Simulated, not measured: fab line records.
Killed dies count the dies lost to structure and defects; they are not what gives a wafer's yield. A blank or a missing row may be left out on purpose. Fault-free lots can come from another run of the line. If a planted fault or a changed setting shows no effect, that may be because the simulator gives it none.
A single fault, viewed from 2 desks ; flow sfq_line ; every desk sees just its own numbers, and what lay behind them comes last

== AT THE TOOL OWNER'S DESK: pvd_sputter-04 ==
The tool's own readings at SFQ_TRILAYER_M0_DEP_SPUTTER_019 (material Nb, target thk 200 nm, time 133.3 s): means of the sampled wafers that have a number, for each lot that ran on this tool. Marked OUT: a lot whose mean sits more than 4 standard deviations from the usual mean, which makes it out of limits; the brackets give that distance.
Columns: A = throttle_valve_pct at SFQ_TRILAYER_M0_DEP_SPUTTER_019, usual 30.0 %
lot;first seen here;A
L414;day 5 07:47;30.6
L416;day 5 17:23;29.8
L418;day 6 05:23;30.1
L419;day 6 12:41;30.5
L422;day 7 05:29;29.8
L426;day 8 09:39;30.5
L435;day 14 17:14;29.4
This desk's finding: nothing out of limits on any of the 7 lots.

== AT THE METROLOGY DESK ==
Means of the sampled wafers that have a number, per lot and without regard to the tool the lot ran on: this is what the gauges read. Marked OUT: a lot whose mean sits more than 4 standard deviations from the usual mean, which makes it out of limits; the brackets give that distance.
Columns: A = L0_MONX_KI_RS at SFQ_L0_RS_MEAS_901, usual 43.5 ohm/sq; B = M0_NB_RS at SFQ_M0_RS_MEAS_904, usual 0.884 ohm/sq; C = I0_OVL at SFQ_I0_OVL_MEAS_908, usual -1 nm
lot;first seen here;A;B;C
L412;day 1 12:34;43.0;0.870;-5
L414;day 1 22:35;43.2;0.881;-13
L415;day 2 03:34;44.0;0.905;-7
L416;day 2 08:35;43.1;0.894;9
L417;day 2 13:35;43.7;0.885;-2
L418;day 2 18:37;43.8;0.880;3
L419;day 2 23:36;43.2;0.877;1
L420;day 3 04:36;44.0;0.896;0
L422;day 3 14:36;44.0;0.752 (-10) OUT;-5
L426;day 4 10:35;43.8;0.752 (-10) OUT;-8
L430;day 5 06:36;43.3;0.903;7
L431;day 5 11:34;43.3;0.887;4
L432;day 5 16:35;43.3;0.883;6
L435;day 6 07:34;43.6;0.871;6
Per this desk, out of limits: L422, L426; the first was L422, day 7 05:37 (M0_NB_RS at SFQ_M0_RS_MEAS_904). L412, L414, L415, L416, L417, L418, L419, L420, L430, L431, L432, L435 stayed within limits.

== ALL TOGETHER ==
Metrology desk: alarm possible at day 7 05:37 on L422, L426.
The tool owner's desk saw nothing out of limits.
Tool owner's desk: L422, L426 on record, inside its limits.
All the named lots went through SFQ_TRILAYER_M0_DEP_SPUTTER_019 on pvd_sputter-04.

== WHAT THE SIMULATOR HAD PUT IN ==
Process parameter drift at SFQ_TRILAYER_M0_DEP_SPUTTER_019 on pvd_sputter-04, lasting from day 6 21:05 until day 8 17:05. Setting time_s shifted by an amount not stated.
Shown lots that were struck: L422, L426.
Per desk, hours elapsed from the start of the fault to the first reading out of limits: for the metrology desk, 9.
